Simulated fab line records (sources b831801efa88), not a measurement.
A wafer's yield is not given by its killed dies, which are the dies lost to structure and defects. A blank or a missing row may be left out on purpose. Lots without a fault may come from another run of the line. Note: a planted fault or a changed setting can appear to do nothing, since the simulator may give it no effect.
fab line records + flow gf180mcu
record:
- lots: 7
- wafers: 21
- last_day: 33
route steps=602 shown VT_IMPLANT@93
lots that met no fault: from a run of the same line without faults
start_h: start of the lot's first displayed wafer, in hours after the record's first day + wait_h: how many hours have passed since the lot's step before this one + " identical to the entry in the row above + L1.1+2: one row covering several wafers at once + - either no value or no given start + * or withheld: withheld + < > ~ a bound
route shown NAME@n: a module of which the file shows steps, and the number in the route of the first + usual: mean/standard deviation of fault-free wafers + same: alike in all rows + chamber/n: place in a boat + sites: readings site by site + _std_site: standard deviation of those values + _edge_site: the outer-site mean with the inner-site mean subtracted + radius_mm: how far each site lies from the wafer's centre + mask NAME#n: copy n + behind: the most recent tool/chamber to have shaped the wafer + hold: cause of the lot's hold/its duration in hours/its outcome + device: which transistor (n, p or np) failed to switch + end of line: tests run on the same wafers once the route is complete + a step given without rows: its recipe and nothing more + killed: at the first sort, the dies lost to defects and structure; wafer yield is something else + map: shows each die of a wafer: x if killed, . if not, _ if none is there
set.NAME: the run value of the setting; set.NAME@STEP: its run value at that earlier step + model.NAME: the simulator's own value behind a step, which no gauge read
a table for each step, a row for each wafer; lots at some steps of the route
services: a tool's chamber out of use, with start hour (start_h, from the record's first day; less than 0 if before it), hours out, and reason
== steps ==
step: GF_VT_IMPLANT_SOFTBAKE_03
recipe:
- temp_c: 90
- time_s: 60
- resist: NOVOLAK
step: GF_VT_IMPLANT_EXPOSE_04
recipe:
- mask_id: LVPWELL_LV_AREA
- target_cd_nm: 600
- na: 0.6
- source_shape: conventional
- sigma_outer: 0.6
- dose_mj: 140
step: GF_VT_IMPLANT_PEB_05
recipe:
- temp_c: withheld
- time_s: *
- resist: NOVOLAK
step: GF_VT_IMPLANT_DEVELOP_06
recipe:
- develop_time_s: 60
- dev_temp_c: 23
step: GF_VT_IMPLANT_OVL_MEAS_07
usual:
- VT_IMPLANT_OVL: 0.3/1.4
| lot.wafer | tool       | chamber | start_h | wait_h | VT_IMPLANT_OVL[nm] |
|-----------|------------|---------|---------|--------|--------------------|
| L568.1    | overlay-02 | -       | 118.31  | 0.1    | 1.4                |
| L568.2    | "          | -       | "       | "      | 1.6                |
| L568.4    | "          | -       | "       | "      | 1.8                |
| L572.1    | overlay-02 | -       | 135.16  | 0.1    | 0.7                |
| L572.5    | "          | -       | "       | "      | -0.4               |
| L572.6    | "          | -       | "       | "      | -0.2               |
| L573.3    | overlay-02 | -       | 154.27  | 0.1    | -1.8               |
| L573.4    | "          | -       | "       | "      | -2.1               |
| L573.6    | "          | -       | "       | "      | -1.9               |
| L574.2    | overlay-01 | -       | 154.68  | 0.1    | 1.4                |
| L574.5    | "          | -       | "       | "      | 1.9                |
| L574.6    | "          | -       | "       | "      | 0.8                |
| L575.4    | overlay-01 | -       | 158.03  | 0.1    | 1.3                |
| L575.5    | "          | -       | "       | "      | 1.9                |
| L575.6    | "          | -       | "       | "      | -1.4               |
| L583.2    | overlay-02 | -       | 207.34  | 0.1    | 0.9                |
| L583.4    | "          | -       | "       | "      | -0.5               |
| L583.6    | "          | -       | "       | "      | -1.1               |
| L584.2    | overlay-02 | -       | 208.58  | 0.1    | -1.2               |
| L584.3    | "          | -       | "       | "      | 0.9                |
| L584.5    | "          | -       | "       | "      | -0.2               |
step: GF_VT_IMPLANT_IMPLANT_08
recipe:
- species: BF2
- energy_kev: 20
- dose_cm2: 8.29e+12
- tilt_deg: 7
step: GF_VT_IMPLANT_STRIP_09
recipe:
- chemistry: O2/N2
- power_w: 1400
- pressure_mtorr: 1500
- platen_temp_c: 250
- o2_flow_sccm: 3000
- n2_flow_sccm: 300
- overash_fraction: 0.5
usual:
- drypump_motor_current_A: 5.7/0.35
- heater_power_w: 331/17
- oes_product_au: 0.716/0.0044
- strip_time_to_endpoint_s: 12.64/0.04
| lot.wafer | tool            | chamber | start_h | wait_h | drypump_motor_current_A | heater_power_w | oes_product_au | rf_hours_counter_h | strip_time_to_endpoint_s |
|-----------|-----------------|---------|---------|--------|-------------------------|----------------|----------------|--------------------|--------------------------|
| L568.1    | plasma_asher-01 | 1       | 118.50  | 0.1    | 5.7                     | 355            | 0.723          | 45                 | 12.69                    |
| L568.2    | "               | 0       | "       | "      | 6.1                     | 327            | 0.721          | 45                 | 12.67                    |
| L568.4    | "               | 0       | "       | "      | 6.1                     | 331            | 0.714          | -                  | 12.69                    |
| L572.1    | plasma_asher-04 | 0       | 135.35  | 0.1    | 5.8                     | 297            | 0.720          | 51                 | 12.63                    |
| L572.5    | "               | 0       | "       | "      | 5.8                     | 300            | 0.715          | -                  | 12.65                    |
| L572.6    | "               | 1       | "       | "      | 5.1                     | 343            | 0.716          | -                  | 12.62                    |
| L573.3    | plasma_asher-04 | 0       | 154.48  | 0.1    | 5.8                     | 306            | 0.716          | -                  | 12.63                    |
| L573.4    | "               | 1       | "       | "      | 5.1                     | 334            | 0.715          | -                  | 12.63                    |
| L573.6    | "               | 0       | "       | "      | 5.8                     | 307            | 0.718          | -                  | 12.60                    |
| L574.2    | plasma_asher-02 | 1       | 154.86  | 0.1    | 5.7                     | 325            | 0.718          | 38                 | 12.63                    |
| L574.5    | "               | 1       | "       | "      | 5.6                     | 319            | 0.722          | -                  | 12.66                    |
| L574.6    | "               | 0       | "       | "      | 6.2                     | 348            | 0.713          | -                  | 12.67                    |
| L575.4    | plasma_asher-01 | 0       | 158.23  | 0.1    | 6.1                     | 331            | 0.716          | -                  | 12.68                    |
| L575.5    | "               | 1       | "       | "      | 5.6                     | 359            | 0.715          | -                  | 12.70                    |
| L575.6    | "               | 0       | "       | "      | 6.1                     | 328            | 0.716          | -                  | 12.64                    |
| L583.2    | plasma_asher-02 | 1       | 207.52  | 0.1    | 5.6                     | 333            | 0.718          | 44                 | 12.62                    |
| L583.4    | "               | 0       | "       | "      | 6.2                     | 346            | 0.722          | -                  | 12.62                    |
| L583.6    | "               | 0       | "       | "      | 6.2                     | 342            | 0.722          | -                  | 12.66                    |
| L584.2    | plasma_asher-04 | 0       | 208.76  | 0.1    | 5.8                     | 307            | 0.714          | 59                 | 12.66                    |
| L584.3    | "               | 0       | "       | "      | 5.8                     | 307            | 0.718          | -                  | 12.63                    |
| L584.5    | "               | 0       | "       | "      | 5.8                     | 301            | 0.715          | -                  | 12.70                    |
step: GF_VT_IMPLANT_TW_MEAS_10
usual:
- VT_IMPLANT_TW: 557/7.1
| lot.wafer | tool          | chamber | start_h | wait_h | VT_IMPLANT_TW |
|-----------|---------------|---------|---------|--------|---------------|
| L568.1    | film_metro-04 | -       | 118.60  | 0.1    | 559           |
| L568.2    | "             | -       | "       | "      | 558           |
| L568.4    | "             | -       | "       | "      | 561           |
| L572.1    | film_metro-04 | -       | 135.45  | 0.1    | 561           |
| L572.5    | "             | -       | "       | "      | 560           |
| L572.6    | "             | -       | "       | "      | 561           |
| L573.3    | film_metro-02 | -       | 154.57  | 0.1    | 551           |
| L573.4    | "             | -       | "       | "      | 549           |
| L573.6    | "             | -       | "       | "      | 549           |
| L574.2    | film_metro-04 | -       | 154.97  | 0.1    | 558           |
| L574.5    | "             | -       | "       | "      | 558           |
| L574.6    | "             | -       | "       | "      | 565           |
| L575.4    | film_metro-04 | -       | 158.33  | 0.1    | 561           |
| L575.5    | "             | -       | "       | "      | 563           |
| L575.6    | "             | -       | "       | "      | 560           |
| L583.2    | film_metro-01 | -       | 207.63  | 0.1    | 563           |
| L583.4    | "             | -       | "       | "      | 562           |
| L583.6    | "             | -       | "       | "      | 567           |
| L584.2    | film_metro-01 | -       | 208.87  | 0.1    | 567           |
| L584.3    | "             | -       | "       | "      | 566           |
| L584.5    | "             | -       | "       | "      | 567           |
step: GF_VT_IMPLANT_DEHYDRATE_11
recipe:
- temp_c: 200
- time_s: 60
step: GF_VT_IMPLANT_HMDS_12
recipe:
- prime_time_s: 60
- prime_temp_c: 120
step: GF_VT_IMPLANT_COAT_13
recipe:
- resist: NOVOLAK
- spin_rpm: 3000
- resist_thk_nm: 1000
step: GF_VT_IMPLANT_SOFTBAKE_14
recipe:
- temp_c: 90
- time_s: 60
- resist: NOVOLAK
step: GF_VT_IMPLANT_EXPOSE_15
recipe:
- mask_id: Nwell_LV_AREA
- target_cd_nm: 860
- na: 0.6
- source_shape: conventional
- sigma_outer: 0.6
- dose_mj: 140
usual:
- exposure_dose_mJ_cm2: 139.97/0.14
- focus_offset_nm: 0.0/0.51
- na: 0.6/0
| lot.wafer | tool             | chamber | start_h | wait_h | mask            | exposure_dose_mJ_cm2 | focus_offset_nm | na  | model.VT_IMPLANT.overlay_x_nm | model.VT_IMPLANT.overlay_y_nm |
|-----------|------------------|---------|---------|--------|-----------------|----------------------|-----------------|-----|-------------------------------|-------------------------------|
| L568.1    | iline_stepper-01 | 0       | 126.29  | -      | Nwell_LV_AREA#0 | 139.83               | -0.3            | 0.6 | -0.4806                       | -0.5967                       |
| L568.2    | "                | 0       | "       | "      | Nwell_LV_AREA#0 | 139.62               | -0.3            | 0.6 | -0.4806                       | -0.5967                       |
| L568.4    | "                | 0       | "       | "      | Nwell_LV_AREA#0 | 139.87               | -0.3            | 0.6 | -0.4806                       | -0.5967                       |
| L572.1    | iline_stepper-01 | -       | 143.20  | -      | Nwell_LV_AREA#0 | -                    | -               | -   | 0.05626                       | 0.9499                        |
| L572.5    | "                | -       | "       | "      | Nwell_LV_AREA#0 | -                    | -               | -   | 0.05626                       | 0.9499                        |
| L572.6    | "                | -       | "       | "      | Nwell_LV_AREA#0 | -                    | -               | -   | 0.05626                       | 0.9499                        |
| L573.3    | iline_stepper-02 | -       | 162.50  | -      | Nwell_LV_AREA#0 | -                    | -               | -   | -1.331                        | -0.5546                       |
| L573.4    | "                | -       | "       | "      | Nwell_LV_AREA#0 | -                    | -               | -   | -1.331                        | -0.5546                       |
| L573.6    | "                | -       | "       | "      | Nwell_LV_AREA#0 | -                    | -               | -   | -1.331                        | -0.5546                       |
| L574.2    | iline_stepper-01 | -       | 162.90  | -      | Nwell_LV_AREA#0 | -                    | -               | -   | -0.7959                       | 1.659                         |
| L574.5    | "                | -       | "       | "      | Nwell_LV_AREA#0 | -                    | -               | -   | -0.7959                       | 1.659                         |
| L574.6    | "                | -       | "       | "      | Nwell_LV_AREA#0 | -                    | -               | -   | -0.7959                       | 1.659                         |
| L575.4    | iline_stepper-01 | 0       | 166.30  | -      | Nwell_LV_AREA#0 | 139.79               | 0.7             | 0.6 | 0.2992                        | 0.01287                       |
| L575.5    | "                | 0       | "       | "      | Nwell_LV_AREA#0 | 140.05               | 0.0             | 0.6 | 0.2992                        | 0.01287                       |
| L575.6    | "                | 0       | "       | "      | Nwell_LV_AREA#0 | 140.05               | 0.1             | 0.6 | 0.2992                        | 0.01287                       |
| L583.2    | iline_stepper-01 | 0       | 217.10  | -      | Nwell_LV_AREA#0 | 139.73               | -0.4            | 0.6 | 0.2022                        | 1.693                         |
| L583.4    | "                | 0       | "       | "      | Nwell_LV_AREA#0 | 139.79               | 0.2             | 0.6 | 0.2022                        | 1.693                         |
| L583.6    | "                | 0       | "       | "      | Nwell_LV_AREA#0 | 139.88               | 0.2             | 0.6 | 0.2022                        | 1.693                         |
| L584.2    | iline_stepper-01 | 0       | 217.96  | -      | Nwell_LV_AREA#0 | 140.04               | 1.0             | 0.6 | 0.711                         | 0.6248                        |
| L584.3    | "                | 0       | "       | "      | Nwell_LV_AREA#0 | 139.89               | 0.6             | 0.6 | 0.711                         | 0.6248                        |
| L584.5    | "                | 0       | "       | "      | Nwell_LV_AREA#0 | 139.89               | 0.1             | 0.6 | 0.711                         | 0.6248                        |
step: GF_VT_IMPLANT_PEB_16
recipe:
- temp_c: withheld
- time_s: *
- resist: NOVOLAK
== services ==
| tool             | chamber | start_h | hours | kind                    |
|------------------|---------|---------|-------|-------------------------|
| iline_stepper-01 | 0       | 105.78  | -     | calibration             |
| iline_stepper-02 | 0       | 114.14  | -     | calibration             |
| iline_stepper-01 | -       | 122.16  | 1.7   | pm                      |
| iline_stepper-01 | -       | 131.21  | 6.5   | repair                  |
| plasma_asher-04  | -       | 155.47  | 2.8   | pm                      |
| iline_stepper-01 | -       | 179.58  | 2.5   | repair                  |
| plasma_asher-02  | -       | 189.37  | 2.8   | pm                      |
| iline_stepper-02 | -       | 199.08  | 2.1   | pm                      |
| iline_stepper-02 | -       | 201.16  | -     | consumable_replace:lamp |
== key ==
first_sign:
- step: GF_VT_IMPLANT_EXPOSE_15
- reading: tool_record
- direction: missing
effect none on later readings
model_effect:
- step: GF_VT_IMPLANT_EXPOSE_15
- value: VT_IMPLANT.overlay_x_nm
- without: 0.6033
- struck: -0.6904
met_at GF_VT_IMPLANT_EXPOSE_15
struck_wafers L572.1,L572.5,L572.6,L573.3,L573.4,L573.6,L574.2,L574.5,L574.6
later_rows_left_out L572.1,L572.5,L572.6,L573.3,L573.4,L573.6,L574.2,L574.5,L574.6
sort_left_out L572.1,L572.5,L572.6,L573.3,L573.4,L573.6,L574.2,L574.5,L574.6
tester_left_out L572,L573,L574
onset_between 126.29 143.20
fault:
- kind: skipped_step_whole
- tool: iline_stepper-01,iline_stepper-02
- chamber: -
- onset_h: 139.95
- steps: GF_VT_IMPLANT_EXPOSE_15
- scope: struck_lots_only
tester_left_out: of these lots the tester's yield and bins aren't shown, on N5 and GAA mostly nor the transistor test; their killed dies are dies lost to structure and defects alone, not to doping, threshold or leakage, so they don't give the yield
sort_left_out: the simulated sort isn't trusted on such a fault, so these wafers' sort isn't shown, and their yield isn't known
later_rows_left_out: the simulator's readings of these wafers behind a module that went badly wrong aren't trusted and aren't shown, but for the sort
